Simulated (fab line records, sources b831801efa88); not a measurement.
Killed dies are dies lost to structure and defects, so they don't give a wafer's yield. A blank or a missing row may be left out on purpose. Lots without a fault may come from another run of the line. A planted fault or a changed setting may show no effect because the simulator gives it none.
Chamber matching | flow sky130 | SKY_FIELD_ISO_ETCH_17 on rie_si-02: 4 sister chambers
The step etches Si in HBr/Cl2/O2, target depth 342 nm, time 97.7 s. 8 wafers are shown with their chamber, then 12 later ones without.

WAFERS WITH THEIR CHAMBER
wafer  | chamber | drypump_motor_current_A (A) | oes_product_au (a.u.)
L084.5 | 0       | 5.7                         | 1.018
L086.2 | 3       | 5.8                         | 1.002
L089.1 | 0       | 5.7                         | 1.005
L089.2 | 1       | 4.7                         | 1.005
L089.5 | 2       | 5.2                         | 1.011
L090.2 | 3       | 5.8                         | 0.993
L090.3 | 2       | 5.2                         | 1.008
L090.4 | 1       | 4.6                         | 1.018

WAFERS WITHOUT THEIR CHAMBER
wafer  | drypump_motor_current_A (A) | oes_product_au (a.u.)
L091.1 | 5.7                         | 1.002
L091.2 | 4.6                         | 0.997
L091.5 | 5.2                         | 1.004
L093.3 | 5.7                         | 1.015
L093.5 | 5.8                         | 0.993
L093.6 | 5.7                         | 0.993
L096.3 | 5.2                         | 1.006
L096.4 | 5.7                         | 1.008
L096.5 | 4.6                         | 0.989
L097.1 | 4.6                         | 1.001
L097.2 | 5.8                         | 1.008
L097.5 | 5.7                         | 1.001

WHICH CHAMBER EACH WENT THROUGH
wafer  | from the rows above     | in truth
L091.1 | can't be placed: 0 or 3 | 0
L091.2 | 1                       | 1
L091.5 | 2                       | 2
L093.3 | 0                       | 0
L093.5 | 3                       | 3
L093.6 | can't be placed: 0 or 3 | 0
L096.3 | 2                       | 2
L096.4 | 0                       | 0
L096.5 | 1                       | 1
L097.1 | 1                       | 1
L097.2 | can't be placed: 3 or 0 | 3
L097.5 | can't be placed: 0 or 3 | 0
Placed correctly: 8 of 12. Can't be placed from these rows: 4 (the true chamber is among the candidates in 4). Placed wrongly: 0.
How it was worked out, from the rows above alone: a wafer's distance from a chamber is the root of the sum, over the readings, of the square of ((its reading less the chamber's mean) divided by the reading's scatter). The wafer belongs to the nearest chamber; if the next one is less than 2 further off, it can't be placed. A chamber's mean is the mean of its shown wafers. The scatter: the root of (the sum of the squares of (reading less its chamber's mean) over the shown wafers, divided by (wafers less chambers)).
